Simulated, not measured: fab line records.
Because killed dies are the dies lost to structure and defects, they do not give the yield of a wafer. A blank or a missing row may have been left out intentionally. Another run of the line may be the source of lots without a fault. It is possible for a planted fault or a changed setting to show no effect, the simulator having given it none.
2 desks looking at one fault    flow sky130    only its own numbers are on each desk; what lay behind them is given at the end

DESK OF THE TOOL OWNER: rieDiel-01
The tool's own readings at SKY_POLY_CUT_ETCH_11 (etches Si3N4 in CF4/CH2F2/Ar, stops on poly-Si, time 42.5 s, target depth 60 nm): means of the sampled wafers that have a number, for each lot that ran on this tool. A lot is out of limits, marked OUT, if its mean lies more than 4 standard deviations from the usual mean; the brackets give that distance.
Columns: A = drypumpMotorCurrentA at SKY_POLY_CUT_ETCH_11, usual 5.6 A; B = oesProductAu at SKY_POLY_CUT_ETCH_11, usual 0.829 a.u.; C = throttleValvePct at SKY_POLY_CUT_ETCH_11, usual 14.993 %
lot   first seen here  A    B      C
L533  day 28 01:46     4.9  0.826  14.994
L541  day 30 23:13     5.7  0.833  14.985
L542  day 31 09:42     5.7  0.831  14.999
This desk's finding: nothing out of limits on any of the 3 lots.

AT THE METROLOGY DESK
Means of the sampled wafers that have a number, per lot and without regard to the tool the lot ran on: this is what the gauges read. A lot is out of limits, marked OUT, if its mean lies more than 4 standard deviations from the usual mean; the brackets give that distance.
Columns: A = cdNm at SKY_POLY_CUT_CD_MEAS_08, usual 270.1 nm; B = POLY_CUT_OVL at SKY_POLY_CUT_OVL_MEAS_09, usual 0 nm; C = cdNm at SKY_SD_P_CD_MEAS_07, usual 379.9 nm; D = SD_P_OVL at SKY_SD_P_OVL_MEAS_08, usual 1.5 nm; E = SD_P_TW at SKY_SD_P_TW_MEAS_11, usual 2835; F = RES_XHIGH_TW at SKY_RES_XHIGH_TW_MEAS_09, usual 1649
lot   first seen here  A      B   C      D     E     F
L525  day 25 13:15     271.3  -2  379.6  -0.9  2853  1658
L528  day 26 12:25     269.3  -9  384.3  2.4   2851  1637
L531  day 27 20:26     268.4  -2  380.2  1.0   2835  1641
L533  day 28 01:35     270.0  -5  380.4  0.0   2859  1654
L541  day 30 23:02     271.8  0   380.5  1.6   2843  1649
L542  day 31 09:30     270.4  -2  381.7  4.4   2851  1650
This desk's finding: nothing out of limits on any of the 6 lots.

ALL TOGETHER
The tool owner's desk saw nothing out of limits.
The metrology desk saw nothing out of limits.

WHAT THE SIMULATOR HAD INSERTED
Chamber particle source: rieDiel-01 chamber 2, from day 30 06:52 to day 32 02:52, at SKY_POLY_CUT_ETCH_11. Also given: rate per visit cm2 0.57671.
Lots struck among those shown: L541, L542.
